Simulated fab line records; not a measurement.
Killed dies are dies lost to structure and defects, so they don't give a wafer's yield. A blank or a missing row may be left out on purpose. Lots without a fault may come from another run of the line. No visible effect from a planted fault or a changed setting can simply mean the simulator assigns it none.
Struck lot and sound lot, side by side + flow sky130 + 16 steps out of a route of 708
Sound: wafers L792.1, L792.3, L792.5. Struck: wafers L802.3, L802.5, L802.6. The cause comes at the end.
For every step that has rows: the tool of each side, followed by ch and its chambers, followed by its first start. Under that, the readings that differ: sound wafers + struck wafers + difference of the means + sigmas: that difference in standard deviations of wafers without a fault.
alike: same words and numbers on both sides, and readings whose means sit less than 2 such deviations apart. not compared: any withheld reading, any reading some wafer has no value for, any bound like >300 that may hide the same value, and any number with overlapping values for which the record gives no deviation.
Wherever a step has rows on one side only, a row that says differs or no value, or a row with sigmas, the two part there. When numbers do not overlap yet have no deviation, they are printed without sigmas and do not part them. A reading missing from all wafers of one side parts the sides only when that side holds two or more wafers.

SKY_VIA3_CMP_02: polishes SiO2.
  sound on cmp-02 ch 2,3, day 38 10:47; struck on cmp-01 ch 2,3, day 42 00:28
  alike: motorCurrentA, retainingRingPressureFrac, slurryFilterDpKPa
SKY_VIA3_BOW_MEAS_03:
  sound on filmMetro-01 at day 38 11:05; struck on filmMetro-01 at day 42 00:46
  alike: VIA3_BOW
then, 8 steps without rows for these wafers: SKY_VIA3_DEHYDRATE_04 (time 60 s); SKY_VIA3_HMDS_05 (prime time 60 s); SKY_VIA3_COAT_06 (resist thk 60 nm); SKY_VIA3_COAT_07 (resist thk 450 nm); SKY_VIA3_SOFTBAKE_08 (time 90 s); SKY_VIA3_EXPOSE_09 (exposes mask VIM3, target cd 200 nm); SKY_VIA3_PEB_10; SKY_VIA3_DEVELOP_11 (develop time 60 s).
SKY_VIA3_CD_MEAS_12 targets a cd of 200 nm.
  sound on cdSem-02 at day 39 12:13; struck on cdSem-02 at day 42 23:56
  alike: cdNm
SKY_VIA3_OVL_MEAS_13:
  sound on overlay-02 at day 39 12:20; struck on overlay-02 at day 43 00:01
  alike: VIA3_OVL
SKY_VIA3_ETCH_14: etches BARC in N2/H2, stops on SiO2, time 45.9 s, target depth 60 nm.
  sound on rieDiel-04 ch 2,3, day 39 12:23; struck on rieDiel-04 ch 1,2,3, day 43 00:03
| reading                                    | sound             | struck            | difference | sigmas |
|--------------------------------------------|-------------------|-------------------|------------|--------|
| oesProductAu (a.u.)                        | 0.856 0.856 0.849 | 0.939 0.937 0.928 | +0.081     | +17    |
| runLengthS (s)                             | 74.4 74.5 74.4    | 70.4 69.5 70.3    | -4.4       | -11    |
| model.KrF-thick_of_VIA3_COAT_07.thkNm (nm) | 394.6 394.7 394.2 | 397.4 396.9 395.6 | +2.1       |        |
  alike: drypumpMotorCurrentA, throttleValvePct
  not compared: rfHoursCounterH
SKY_VIA3_ETCH_15: etches SiO2 in C4F8/O2/Ar, stops on TiN, target depth 507 nm, time 78 s.
  sound on rieDiel-04 ch 2,3, day 39 12:25; struck on rieDiel-04 ch 1,2,3, day 43 00:05
| reading                                    | sound             | struck          | difference | sigmas |
|--------------------------------------------|-------------------|-----------------|------------|--------|
| model.KrF-thick_of_VIA3_COAT_07.thkNm (nm) | 294.4 293.9 293.9 | 296.8 297 294.7 | +2.1       |        |
  alike: oesProductAu, runLengthS
  not compared: rfHoursCounterH
SKY_VIA3_STRIP_16: strips in O2/N2.
  sound on plasmaAsher-02 ch 0, day 39 12:29; struck on plasmaAsher-03 ch 0,1, day 43 00:11
| reading                  | sound       | struck      | difference | sigmas |
|--------------------------|-------------|-------------|------------|--------|
| drypumpMotorCurrentA (A) | 6.4 6.4 6.4 | 5.4 5.4 5.4 | -1.0       | -2     |
  alike: o2FlowSccm, oesProductAu, stripTimeToEndpointS
  not compared: rfHoursCounterH
after that, 1 step had no rows for these wafers: SKY_PAD_OPEN_PROBE_99.

WHERE THEY PART
Last at SKY_VIA3_STRIP_16 as far as this record goes, first at SKY_VIA3_ETCH_14.

WHY: the cause the simulator had injected
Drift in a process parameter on rieDiel-04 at SKY_VIA3_ETCH_14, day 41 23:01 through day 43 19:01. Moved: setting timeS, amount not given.
